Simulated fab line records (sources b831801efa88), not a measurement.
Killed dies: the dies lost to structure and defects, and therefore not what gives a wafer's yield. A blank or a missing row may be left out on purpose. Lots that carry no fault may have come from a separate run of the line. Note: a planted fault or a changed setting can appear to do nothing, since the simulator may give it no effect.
Code-filled problem report in 8D (eight disciplines) form -- flow sky130 -- the parts of the form that need people (team, actions taken, sign-off) are left out

## 1. PROBLEM STATEMENT
spin_speed_rpm at SKY_LDD_HVP_COAT_02 reads a mean of 3094.1 rpm on 6 wafers of 2 lots; wafers without a fault read 2999.8 rpm with a standard deviation of 2. Relative to the usual mean, that is a shift of +47 standard deviations.
The step: resist thk 300 nm.
Seen first at day 26 12:12 on litho_track-03, wafer L560.1. At this step, 39 wafers from 13 lots have a number in the record. Rule for "out", or "out of limits": more than 4 standard deviations from the usual mean. The rest of the wafers with a number are treated as sound.

## 2. WHAT IT IS; WHAT IT IS NOT
question,is,is not
which readings at this step,spin_speed_rpm,resist_line_temp_C
which lots,"L560, L562","L545, L547, L549, L550, L551, L553, L554, L556, L566, L567, L568"
which wafers of those lots,all that have a number,-
read on which tools,litho_track-03,"litho_track-01, litho_track-02"
when,from day 26 12:12,"up to then (24 sound wafers); but 9 sound wafers of L566, L567, L568 came after"

## 3. THE SUSPECTS, EACH WITH WHAT RULES IT OUT
Counting: a tool at a process step up to the reading stays a suspect if it ran every lot that is out and no sound lot after the first of them.
- litho_track-03 at SKY_LDD_HVP_COAT_02 (resist thk 300 nm): kept. It processed each lot that is out, first L560 at day 26 12:12, and no sound lot thereafter; up to then, the last sound lot it processed was L556 at day 25 01:13. On those wafers its own readings are out: spin_speed_rpm.
Left after counting: litho_track-03 at SKY_LDD_HVP_COAT_02.

## 4. THE CAUSE (what the simulator had put in)
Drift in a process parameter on litho_track-03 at SKY_LDD_HVP_COAT_02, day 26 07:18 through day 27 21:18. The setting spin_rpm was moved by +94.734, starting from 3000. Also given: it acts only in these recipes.
Only this tool survived the counting.

## 5. THE CHAIN OF EFFECTS, in route order
Each row: a reading where the mean over the struck wafers with a number is more than 3 standard deviations away from the usual. Only readings whose record carries a usual standard deviation are examined. hours: median over the lots of the time between each lot's start at the first step of this table that gives one and its start at this step. sigmas: the change, counted in usual standard deviations.
hours,step,reading,usual,on struck wafers,change,sigmas
0,SKY_LDD_HVP_COAT_02,spin_speed_rpm,2999.8 rpm,3094.1,+94.3,+47
15,SKY_LDD_HVP_STRIP_09,strip_time_to_endpoint_s,4.136 s,4.069,-0.067,-4.0
Its process steps:
- SKY_LDD_HVP_COAT_02: resist thk 300 nm.
- SKY_LDD_HVP_STRIP_09: strips in O2/N2.
Later steps that measure or inspect, where all struck wafers having a row at the step show a number for every such reading and not one has moved that far: SKY_RES_XHIGH_TW_MEAS_09.

## 6. WHAT WOULD HAVE CAUGHT IT SOONER
5 hours passed between the start of the fault at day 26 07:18 and the first reading out of limits in this record, taken at day 26 12:12.
